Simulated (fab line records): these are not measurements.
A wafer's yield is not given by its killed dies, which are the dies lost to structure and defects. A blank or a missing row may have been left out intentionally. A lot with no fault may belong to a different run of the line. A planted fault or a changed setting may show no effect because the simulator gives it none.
Chamber matching    flow sky130    cmp-01 running SKY_VIA4_CMP_02: 4 sister chambers
The step polishes SiO2. 4 wafers are shown with their chamber, then 11 later ones without.

WAFERS PAIRED WITH THEIR CHAMBERS
wafer   chamber  motorCurrentA (A)
L089.2  1        10.7
L090.1  0        12.3
L090.3  2        14.5
L092.3  3        11.6

WAFERS WITHOUT THEIR CHAMBER
wafer   motorCurrentA (A)
L092.5  10.0
L092.6  11.7
L095.2  13.4
L095.5  9.9
L095.6  11.9
L094.1  14.3
L094.2  10.5
L094.4  11.0
L096.1  11.6
L096.3  10.3
L096.5  12.0

CHAMBER TAKEN BY EACH
wafer   from the rows above           in truth
L092.5  can't be placed: 1 or 3       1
L092.6  can't be placed: 3 or 0 or 1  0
L095.2  can't be placed: 0 or 2 or 3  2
L095.5  can't be placed: 1 or 3       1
L095.6  can't be placed: 3 or 0 or 1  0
L094.1  2                             2
L094.2  can't be placed: 1 or 3       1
L094.4  can't be placed: 1 or 3 or 0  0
L096.1  can't be placed: 3 or 0 or 1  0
L096.3  can't be placed: 1 or 3       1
L096.5  can't be placed: 0 or 3 or 1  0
Placed correctly: 1 of 11. These rows do not allow placing 10 (true chamber among the candidates in 10). Placed wrongly: 0.
How it was worked out, from the rows above alone: a wafer's distance from a chamber is the root of the sum, over the readings, of the square of ((its reading less the chamber's mean) divided by the reading's scatter). The wafer belongs to the nearest chamber; if the next one is less than 2 further off, it can't be placed. For every chamber, the mean is computed from those of its wafers that are shown. The scatter: root of mean squared gap, hidden wafer to nearest shown wafer, with one shown wafer a chamber.
